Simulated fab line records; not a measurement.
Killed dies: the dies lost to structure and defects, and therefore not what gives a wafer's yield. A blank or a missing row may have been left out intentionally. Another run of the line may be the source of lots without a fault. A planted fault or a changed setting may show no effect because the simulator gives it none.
Which of the tools did it? ; flow gf180mcu ; 36 wafers from 12 lots sampled at 4 of the route's 602 steps

WHAT THE GAUGES READ, wafer by wafer
GF_M3_OVL_MEAS_15.
lot;measured;on;M3_OVL (nm)
L075;day 21 19:15;overlay-01;10 5 10
L078;day 22 19:41;overlay-01;7 5 0
L079;day 22 22:17;overlay-01;9 14 1
L081;day 23 20:35;overlay-01;10 -1 6
L083;day 24 15:43;overlay-02;-6 -3 5
L085;day 25 11:28;overlay-02;11 5 1
L087;day 26 07:59;overlay-02;10 4 7
L089;day 26 14:53;overlay-01;3 -2 3
L091;day 27 02:57;overlay-02;2 -6 10
L093;day 27 15:36;overlay-02;10 7 1
L095;day 28 09:32;overlay-02;9 12 10
L097;day 28 23:58;overlay-01;0 13 -1

WHICH TOOL RAN EACH LOT (tool, then ch and the chambers of the sampled wafers, then the start)
lot;GF_CONTACT_SPUTTER_23;GF_V1_STRIP_18;GF_V2_CMP_26
L075;pvd-sputter-04, day 16 13:05;plasma-asher-03 ch 0,1, day 18 14:49;cmp-01 ch 2,3, day 20 19:25
L078;pvd-sputter-01, day 17 12:32;plasma-asher-03 ch 1, day 19 15:17;cmp-01 ch 0,2,3, day 21 19:40
L079;pvd-sputter-03, day 17 17:35;plasma-asher-04 ch 0,1, day 19 20:19;cmp-01 ch 0,3, day 21 22:58
L081;pvd-sputter-01, day 18 14:59;plasma-asher-02 ch 0,1, day 20 18:13;cmp-01 ch 1,2,3, day 22 21:22
L083;pvd-sputter-04, day 19 11:10;plasma-asher-03 ch 0,1, day 21 14:15;cmp-02 ch 0,1,2, day 23 16:55
L085;pvd-sputter-03, day 20 09:50;plasma-asher-02 ch 0,1, day 22 12:00;cmp-02 ch 1,2, day 24 12:56
L087;pvd-sputter-04, day 21 10:03;plasma-asher-04 ch 0,1, day 23 10:52;cmp-01 ch 0,2, day 25 10:27
L089;pvd-sputter-04, day 21 17:32;plasma-asher-02 ch 0,1, day 23 18:34;cmp-02 ch 0,1,3, day 25 17:37
L091;pvd-sputter-03, day 22 09:28;plasma-asher-02 ch 0,1, day 24 08:07;cmp-02 ch 0,1,2, day 26 06:05
L093;pvd-sputter-04, day 22 21:43;plasma-asher-04 ch 0,1, day 24 20:16;cmp-01 ch 0,2,3, day 26 18:41
L095;pvd-sputter-01, day 23 17:07;plasma-asher-03 ch 0,1, day 25 15:19;cmp-02 ch 0,1,2, day 27 13:05
L097;pvd-sputter-01, day 24 11:08;plasma-asher-04 ch 0,1, day 26 08:14;cmp-02 ch 0,1,2, day 28 05:14
- GF_CONTACT_SPUTTER_23: material TiN, target thk 10 nm, time 40 s.
- GF_V1_STRIP_18: strips in O2/N2.
- GF_V2_CMP_26: polishes, stops on SiO2, t overpolish 15 s, target thk 0 nm.

THE ANSWER, worked out from the rows above alone
Rule: usual is defined by the lots themselves. Put in order of their means at a reading, lots are off if they are a third of the lots or fewer, leave a main group of 4 or more, and stand apart from it by a gap of 3 or more times the standard deviation of the main group's means; of several such gaps the widest counts. The tables above print the reading to a certain number of digits; a main group whose means all agree to those digits is not used. A lot without any number at a reading at which 4 lots or more have one is off too. Where the step has rows for the other lots, those lots are counted as sound.
None of the lots is off at any reading shown; this tells nothing.

WHAT WAS PUT IN BY THE SIMULATOR
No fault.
